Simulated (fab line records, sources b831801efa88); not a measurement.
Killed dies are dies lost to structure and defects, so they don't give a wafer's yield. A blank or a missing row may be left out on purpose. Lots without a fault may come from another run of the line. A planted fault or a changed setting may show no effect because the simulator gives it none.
fab line records | flow sfq_line
record lots=14 wafers=42 last_day=91
route steps=325 shown C5@247 M6@258
lots that met no fault: from a run of the same line without faults
start_h: hours from the record's first day to the start of the lot's first wafer shown | wait_h: hours since the lot's step before | " the same as in the row above | L1.1+2: a row that stands for several wafers | - no value, or no start given | * or withheld: withheld | < > ~ a bound
route shown NAME@n: a module of which the file shows steps, and the number in the route of the first | usual: mean/standard deviation of fault-free wafers | same: alike in all rows | chamber/n: place in a boat | sites: the reading at each site | _std_site: their standard deviation | _edge_site: outer sites' mean less inner sites' | radius_mm: how far each site lies from the wafer's centre | mask NAME#n: copy n | behind: the tool/chamber that last shaped the wafer | hold: why the lot was held/for how many hours/how that ended | device: the transistor (n, p or np) that didn't switch | end of line: the same wafers' tests at the end of the route | a step without rows: its recipe alone | killed: dies lost to structure and defects at the first sort, not the wafer's yield | map: a wafer's dies, x killed, . not, _ none there
set.NAME: the setting as run; set.NAME@STEP: as run at that earlier step | model.NAME: the simulator's own value behind a step, which no gauge read
steps of the route over a sample of lots; a table a step, a row a wafer
services: from which hour (start_h, from the record's first day; less than 0 if before it) a tool's chamber was out of use, for how many hours, and why
## steps
# step SFQ_TRILAYER_C5_BARC_OPEN_VIA_ETCH_210
# recipe mask_material=PR chemistry=O2 target_depth_nm=125 target=BARC source_w=500 bias_w=80 pressure_mtorr=30 time_s=41.7
# usual bias_w=80.01/0.23 chamber_pressure_mTorr=29.995/0.026 drypump_motor_current_A=5.9/0.6 oes_product_au=0.685/0.0047
# columns lot.wafer tool chamber start_h wait_h bias_w chamber_pressure_mTorr drypump_motor_current_A oes_product_au rf_hours_counter_h
L608.2 rie_diel-02 1 1594.62 0.0 79.88 30.026 6.0 0.686 15
L608.4 " 3 " " 80.06 30.006 6.1 0.691 2
L608.5 " 1 " " 80.15 29.996 6.0 0.692 -
L610.1 rie_diel-04 3 1598.22 0.0 79.96 29.989 6.1 0.686 15
L610.4 " 2 " " 80.01 29.968 6.6 0.683 1
L610.6 " 1 " " 79.70 29.986 4.7 0.690 -
L613.3 rie_diel-01 0 1616.22 0.0 80.09 29.996 6.0 0.682 18
L613.4 " 3 " " 79.98 29.984 6.1 0.682 17
L613.6 " 1 " " 80.08 30.013 6.0 0.685 -
L616.1 rie_diel-04 2 1634.27 0.0 79.74 29.994 6.5 0.679 2
L616.2 " 0 " " 80.11 30.024 5.7 0.682 9
L616.6 " 3 " " 79.85 29.953 6.1 0.684 -
L620.3 rie_diel-01 3 1687.75 0.0 - - - - -
L620.5 " 0 " " - - - - -
L620.6 " 1 " " - - - - -
L621.1 rie_diel-02 2 1692.55 0.0 - - - - -
L621.3 " 0 " " - - - - -
L621.4 " 1 " " - - - - -
L624.3 rie_diel-02 3 1702.40 0.0 79.97 30.033 6.2 0.687 4
L624.4 " 0 " " 80.19 29.992 5.9 0.678 18
L624.6 " 3 " " 79.72 30.001 6.1 0.675 -
L625.1 rie_diel-02 3 1707.20 0.0 79.68 29.982 6.2 0.681 4
L625.4 " 0 " " 79.84 30.007 5.9 0.688 18
L625.6 " 3 " " 79.47 29.993 6.1 0.684 -
L626.1 rie_diel-01 2 1715.60 0.0 80.14 29.979 6.4 0.685 1
L626.2 " 1 " " 79.93 30.011 6.0 0.677 15
L626.4 " 1 " " 79.69 29.989 6.0 0.695 -
L627.2 rie_diel-01 3 1727.60 0.0 80.12 29.997 6.2 0.680 0
L627.3 " 1 " " 79.95 30.000 6.0 0.679 15
L627.4 " 1 " " 80.21 30.014 6.0 0.683 -
L628.2 rie_diel-04 3 1734.92 0.0 79.83 29.994 6.1 0.693 18
L628.4 " 2 " " 80.59 30.012 6.5 0.681 3
L628.6 " 2 " " 79.88 29.981 6.6 0.667 -
L629.2 rie_diel-04 2 1740.92 0.0 80.30 30.023 6.6 0.692 4
L629.3 " 1 " " 79.55 29.977 4.7 0.680 15
L629.4 " 0 " " 79.98 30.041 5.8 0.673 10
L630.1 rie_diel-01 0 1744.52 0.0 79.95 30.005 6.0 0.681 0
L630.5 " 2 " " 80.20 29.961 6.4 0.695 -
L630.6 " 1 " " 79.86 29.965 6.0 0.686 -
L631.2 rie_diel-02 3 1748.38 0.0 80.19 29.941 6.2 0.690 5
L631.3 " 1 " " 80.30 29.984 6.0 0.683 17
L631.5 " 1 " " 80.21 30.030 6.1 0.682 -
# step SFQ_TRILAYER_C5_ETCH_VIA_ETCH_154
# recipe target=SiO2 mask_material=PR chemistry=CHF3 target_depth_nm=84 source_w=500 bias_w=80 pressure_mtorr=30 time_s=withheld stop_on=Nb
# usual bias_w=80.05/0.24 chamber_pressure_mTorr=29.997/0.027 drypump_motor_current_A=5.9/0.6 oes_product_au=0.895/0.007
# columns lot.wafer tool chamber start_h wait_h bias_w chamber_pressure_mTorr drypump_motor_current_A oes_product_au
L608.2 rie_diel-02 1 1594.66 0.0 79.87 30.005 6.0 0.883
L608.4 " 3 " " 79.91 29.971 6.2 0.898
L608.5 " 1 " " 79.78 29.931 6.0 0.889
L610.1 rie_diel-04 3 1598.26 0.0 79.91 30.004 6.1 0.899
L610.4 " 2 " " 80.36 30.006 6.5 0.897
L610.6 " 1 " " 80.46 29.974 4.7 0.898
L613.3 rie_diel-01 0 1616.26 0.0 79.94 29.967 5.9 0.891
L613.4 " 3 " " 79.83 30.017 6.1 0.902
L613.6 " 1 " " 79.86 30.018 6.0 0.900
L616.1 rie_diel-04 2 1634.31 0.0 80.42 29.957 6.6 0.887
L616.2 " 0 " " 79.90 30.007 5.7 0.877
L616.6 " 3 " " 79.94 30.009 6.1 0.904
L620.3 rie_diel-01 3 1687.79 0.0 79.74 30.025 6.2 0.376
L620.5 " 0 " " 80.18 29.974 6.0 0.370
L620.6 " 1 " " 79.99 30.000 6.0 0.372
L621.1 rie_diel-02 2 1692.59 0.0 80.25 30.052 4.7 0.379
L621.3 " 0 " " 79.66 30.013 6.0 0.377
L621.4 " 1 " " 79.65 30.017 6.0 0.376
L624.3 rie_diel-02 3 1702.44 0.0 80.02 30.025 6.2 0.890
L624.4 " 0 " " 80.39 30.037 6.0 0.895
L624.6 " 3 " " 80.04 30.010 6.2 0.908
L625.1 rie_diel-02 3 1707.24 0.0 79.81 29.936 6.2 0.881
L625.4 " 0 " " 80.09 30.019 6.0 0.899
L625.6 " 3 " " 79.87 30.047 6.2 0.901
L626.1 rie_diel-01 2 1715.64 0.0 79.97 30.009 6.4 0.891
L626.2 " 1 " " 80.06 30.009 6.0 0.888
L626.4 " 1 " " 79.98 29.994 6.0 0.903
L627.2 rie_diel-01 3 1727.64 0.0 79.94 29.977 6.2 0.894
L627.3 " 1 " " 79.70 29.984 6.0 0.892
L627.4 " 1 " " 80.13 29.961 6.1 0.899
L628.2 rie_diel-04 3 1734.96 0.0 80.02 29.979 6.1 0.890
L628.4 " 2 " " 79.79 29.979 6.5 0.902
L628.6 " 2 " " 80.31 29.990 6.5 0.899
L629.2 rie_diel-04 2 1740.96 0.0 80.20 29.990 6.5 0.890
L629.3 " 1 " " 79.89 30.017 4.7 0.900
L629.4 " 0 " " 80.29 30.035 5.7 0.907
L630.1 rie_diel-01 0 1744.56 0.0 80.26 29.985 6.0 0.890
L630.5 " 2 " " 79.93 30.012 6.5 0.894
L630.6 " 1 " " 80.46 30.002 6.0 0.910
L631.2 rie_diel-02 3 1748.42 0.0 79.95 29.969 6.2 0.893
L631.3 " 1 " " 80.34 29.977 6.0 0.881
L631.5 " 1 " " 80.43 29.997 6.0 0.894
# step SFQ_TRILAYER_M6_LITHO_EXPOSE_160
# recipe mask_id=M6 na=0.6 source_shape=conventional sigma_outer=0.65 target_cd_nm=500 dose_mj=14.4
# usual exposure_dose_mJ_cm2=14.401/0.014 focus_offset_nm=0.0/0.5 stage_vel_mm_s=499.94/0.26
# columns lot.wafer tool chamber start_h wait_h mask exposure_dose_mJ_cm2 focus_offset_nm stage_vel_mm_s
L608.2 krf_scanner-02 0 1708.26 - M6#0 14.397 -0.2 499.99
L608.4 " 0 " " M6#0 14.392 -1.1 499.58
L608.5 " 0 " " M6#0 14.397 -0.2 499.89
L610.1 krf_scanner-02 0 - - M6#0 14.422 -0.1 500.12
L610.4 " 0 " " M6#0 14.409 0.1 499.55
L610.6 " 0 " " M6#0 14.414 0.2 499.87
L613.3 krf_scanner-02 0 1727.66 - M6#0 14.400 1.3 499.47
L613.4 " 0 " " M6#0 14.422 1.3 499.68
L613.6 " 0 " " M6#0 14.399 0.1 499.73
L616.1 krf_scanner-01 0 1741.79 - M6#0 14.395 0.1 500.11
L616.2 " 0 " " M6#0 14.394 -0.3 500.03
L616.6 " 0 " " M6#0 14.384 0.2 500.58
L620.3 krf_scanner-01 - 1796.44 - M6#0 - - -
L620.5 " - " " M6#0 - - -
L620.6 " - " " M6#0 - - -
L621.1 krf_scanner-02 - 1800.96 - M6#0 - - -
L621.3 " - " " M6#0 - - -
L621.4 " - " " M6#0 - - -
L624.3 krf_scanner-02 0 1812.16 - M6#0 14.378 0.1 500.27
L624.4 " 0 " " M6#0 14.398 -0.4 499.97
L624.6 " 0 " " M6#0 14.416 0.6 500.05
L625.1 krf_scanner-02 0 1816.56 - M6#0 14.400 -0.1 500.03
L625.4 " 0 " " M6#0 14.413 0.1 500.35
L625.6 " 0 " " M6#0 14.405 -0.7 499.98
L626.1 krf_scanner-02 0 1822.56 - M6#0 14.398 0.3 500.04
L626.2 " 0 " " M6#0 14.389 -0.9 499.70
L626.4 " 0 " " M6#0 14.397 -0.5 499.56
L627.2 krf_scanner-02 0 1835.96 - M6#0 14.402 -0.2 499.92
L627.3 " 0 " " M6#0 14.393 -0.3 499.51
L627.4 " 0 " " M6#0 14.391 -1.1 499.83
L628.2 krf_scanner-02 0 1843.16 - M6#0 14.396 0.0 500.38
L628.4 " 0 " " M6#0 14.397 0.4 500.26
L628.6 " 0 " " M6#0 14.385 -0.7 500.29
L629.2 krf_scanner-01 0 1849.69 - M6#0 14.399 -0.4 499.78
L629.3 " 0 " " M6#0 14.391 -0.1 500.27
L629.4 " 0 " " M6#0 14.396 0.4 499.91
L630.1 krf_scanner-01 0 1851.89 - M6#0 14.418 -0.6 499.98
L630.5 " 0 " " M6#0 14.414 -0.1 499.99
L630.6 " 0 " " M6#0 14.408 0.4 499.98
L631.2 krf_scanner-01 0 1855.69 - M6#0 14.415 0.3 500.27
L631.3 " 0 " " M6#0 14.412 -0.1 500.38
L631.5 " 0 " " M6#0 14.413 -0.2 499.96
## services
# columns tool chamber start_h hours kind
krf_scanner-01 - 1576.58 1.0 pm
rie_diel-02 0 1599.52 7.4 repair
krf_scanner-02 - 1615.89 4.0 pm
krf_scanner-01 - 1620.81 1.3 pm
krf_scanner-02 - 1622.14 1.0 pm
rie_diel-02 - 1624.16 0.6 repair
krf_scanner-02 - 1647.66 2.1 repair
rie_diel-02 1 1655.98 6.4 repair
krf_scanner-01 - 1656.67 0.8 pm
krf_scanner-02 - 1667.59 1.3 pm
krf_scanner-01 - 1697.14 9.6 repair
rie_diel-04 3 1726.53 6.4 repair
krf_scanner-02 - 1733.26 0.8 pm
krf_scanner-01 - 1745.39 1.0 pm
rie_diel-01 0 1766.95 3.3 repair
krf_scanner-01 - 1785.76 0.5 repair
krf_scanner-02 - 1791.11 1.0 pm
krf_scanner-01 - 1797.24 1.3 pm
rie_diel-01 - 1798.77 0.6 repair
krf_scanner-01 - 1812.80 4.4 pm
krf_scanner-02 - 1844.16 1.3 pm
rie_diel-01 - 1845.08 0.4 repair
krf_scanner-02 - 1851.46 7.2 pm
rie_diel-04 0 1854.40 3.5 repair
## key
first_sign step=SFQ_TRILAYER_C5_BARC_OPEN_VIA_ETCH_210 reading=tool_record direction=missing
effect step=SFQ_TRILAYER_C5_ETCH_VIA_ETCH_154 reading=oes_product_au direction=down sigmas=74 usual=0.895 struck=0.375
effect step=SFQ_TRILAYER_M6_LITHO_EXPOSE_160 reading=tool_record direction=missing
met_at SFQ_TRILAYER_C5_BARC_OPEN_VIA_ETCH_210
struck_lots L620,L621
onset_between 1616.22 1687.75
fault kind=skipped_step_whole tool=rie_diel-01,rie_diel-02 chamber=- onset_h=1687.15 steps=SFQ_TRILAYER_C5_BARC_OPEN_VIA_ETCH_210 scope=struck_lots_only
